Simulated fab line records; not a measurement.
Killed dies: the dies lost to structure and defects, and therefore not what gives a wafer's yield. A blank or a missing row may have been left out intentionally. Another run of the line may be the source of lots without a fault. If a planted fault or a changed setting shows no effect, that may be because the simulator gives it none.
A single fault, viewed from 2 desks ; flow sky130 ; each desk holds nothing but its own numbers, with what lay behind them at the end

AT THE TOOL OWNER'S DESK: implanter-01
SKY_LDD_N_IMPLANT_12, tool's own readings: per-lot mean of the sampled wafers with a number, covering each lot this tool ran. Marked OUT: a lot whose mean sits more than 4 standard deviations from the usual mean, which makes it out of limits; the brackets give that distance.
Columns: A = beamEnergyKeV at SKY_LDD_N_IMPLANT_12, usual 50.003; B = tiltDeg at SKY_LDD_N_IMPLANT_12, usual 29.998 degrees
lot;first seen here;A;B
L463;day 21 19:57;50.007;29.993
L465;day 22 17:28;50.006;30.008
L472;day 24 21:12;49.993;-0.004 (-99 or more) OUT
L473;day 25 07:18;49.990;-0.014 (-99 or more) OUT
This desk's verdict: out of limits on L472, L473, starting with L472 at day 24 21:12 (tiltDeg at SKY_LDD_N_IMPLANT_12). In limits: L463, L465.

THE METROLOGY DESK
Means of the sampled wafers that have a number, per lot and without regard to the tool the lot ran on: this is what the gauges read. Marked OUT: a lot whose mean sits more than 4 standard deviations from the usual mean, which makes it out of limits; the brackets give that distance.
Columns: A = LDD_N_OVL at SKY_LDD_N_OVL_MEAS_07, usual -0.1 nm
lot;first seen here;A
L463;day 21 19:16;1.4
L465;day 22 16:50;-0.3
L472;day 24 20:33;0.3
L473;day 25 06:39;-0.0
L474;day 25 14:29;0.9
L475;day 25 23:12;1.0
This desk's finding: nothing out of limits on any of the 6 lots.

ALL TOGETHER
The tool owner's desk could have raised an alarm at day 24 21:12, on L472, L473.
From the metrology desk's view, nothing was out of limits.
The metrology desk holds a record of L472, L473, inside its limits.
SKY_LDD_N_IMPLANT_12 was run on implanter-01 by each of the lots named.

WHAT THE SIMULATOR PUT IN
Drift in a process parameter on implanter-01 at SKY_LDD_N_IMPLANT_12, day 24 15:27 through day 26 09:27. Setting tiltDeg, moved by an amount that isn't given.
Struck lots among those shown: L472, L473.
Time in hours from fault onset to the first out-of-limits reading at each desk: the tool owner's desk, 6.
